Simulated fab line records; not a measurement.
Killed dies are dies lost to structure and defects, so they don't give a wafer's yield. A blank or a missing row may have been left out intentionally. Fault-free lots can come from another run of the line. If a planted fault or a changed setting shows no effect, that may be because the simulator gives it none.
A lot that was struck, set against a sound lot ; flow gf180mcu ; 18 steps out of a route of 602
Sound: the wafers L590.1, L590.4, L590.6. Wafers L597.1, L597.5, L597.6 were the ones struck. The cause is given at the end.
For every step that has rows: the tool of each side, followed by ch and its chambers, followed by its first start. Under that, the readings that differ: sound wafers ; struck wafers ; difference of the means ; sigmas: that difference in standard deviations of wafers without a fault.
alike: readings whose means differ by less than 2 such deviations, and words and numbers that are the same on both sides. not compared: withheld readings, readings that some wafer has no value for, bounds like >300 that may hide the same value, and numbers for which the record gives no deviation and whose values overlap.
A row with sigmas, a row that says differs or no value, or rows on one side alone: a step with any of these is where the two part. When numbers do not overlap yet have no deviation, they are printed without sigmas and do not part them. Lack of a reading on every wafer of one side parts them only where that side has two or more wafers.

first, 7 steps without rows for these wafers: GF_VT_IMPLANT_DEHYDRATE_33 (time 60 s); GF_VT_IMPLANT_HMDS_34 (prime time 60 s); GF_VT_IMPLANT_COAT_35 (resist thk 1000 nm); GF_VT_IMPLANT_SOFTBAKE_36 (time 60 s); GF_VT_IMPLANT_EXPOSE_37 (exposes mask Nwell HV AREA, target cd 860 nm); GF_VT_IMPLANT_PEB_38; GF_VT_IMPLANT_DEVELOP_39 (develop time 60 s).
GF_VT_IMPLANT_OVL_MEAS_40:
  sound on overlay-02 at day 8 11:22; struck on overlay-01 at day 10 10:13
  alike: VT_IMPLANT_03_OVL
next, for these wafers, 1 step has no rows: GF_VT_IMPLANT_IMPLANT_41.
GF_VT_IMPLANT_STRIP_42: strips in O2/N2.
  sound on plasmaAsher-03 ch 0,1, day 8 11:33; struck on plasmaAsher-04 ch 0,1, day 10 10:23
  alike: drypumpMotorCurrentA, heaterPowerW, oesProductAu, stripTimeToEndpointS
  not compared: rfHoursCounterH
GF_VT_IMPLANT_TW_MEAS_43:
  sound on filmMetro-02 at day 8 11:41; struck on filmMetro-01 at day 10 10:29
  alike: VT_IMPLANT_4_TW
then, 1 step without rows for these wafers: GF_VT_IMPLANT_CLEAN_44 (cleans in SC1/SC2, time 150 s).
GF_VT_IMPLANT_RTA_45: time 30 s.
  struck on rtpAnneal-02, day 10 10:36; sound on rtpAnneal-02 ch 0, day 8 11:48
  no value came back on the struck wafers for annealTempCMax, chamberO2Ppm, lampPowerPct (%), wafer_temp_C_max; on the sound wafers annealTempCMax reads 1056.9 1055.5 1057.6
GF_VT_IMPLANT_RS_MEAS_46: measures by four-point-probe.
  sound on filmMetro-03 at day 8 11:54; struck on filmMetro-04 at day 10 10:42
reading;sound;struck;difference;sigmas
MVSD_RS (ohm/sq);454.9 455.2 455.3;133.1 133.0 133.2;-322.0;-99 or more
GF_VT_IMPLANT_RS_MEAS_47: measures by four-point-probe.
  sound on filmMetro-03 at day 8 12:01; struck on filmMetro-04 at day 10 10:49
reading;sound;struck;difference;sigmas
NWELL_RS (ohm/sq);485.2 484.5 486.1;133.3 133.3 132.9;-352.1;-99 or more
GF_VT_IMPLANT_RS_MEAS_48: measures by four-point-probe.
  sound on filmMetro-03 at day 8 12:08; struck on filmMetro-04 at day 10 10:56
reading;sound;struck;difference;sigmas
LVPWELL_RS (ohm/sq);1190 1193 1188;133 133 133;-1057;-99 or more
GF_VT_IMPLANT_RS_MEAS_49: measures by four-point-probe.
  sound on filmMetro-03 at day 8 12:16; struck on filmMetro-04 at day 10 11:04
reading;sound;struck;difference;sigmas
MVPSD_RS (ohm/sq);1160 1162 1165;133 133 133;-1029;-99 or more
then, 1 step without rows for these wafers: GF_VT_IMPLANT_WET_ETCH_50 (etches SiO2 in dHF, target depth 20 nm, time 400 s).

== WHERE THEY PART ==
Last at GF_VT_IMPLANT_RS_MEAS_49 as far as this record goes, first at GF_VT_IMPLANT_RTA_45.

WHY: what the simulator had put in
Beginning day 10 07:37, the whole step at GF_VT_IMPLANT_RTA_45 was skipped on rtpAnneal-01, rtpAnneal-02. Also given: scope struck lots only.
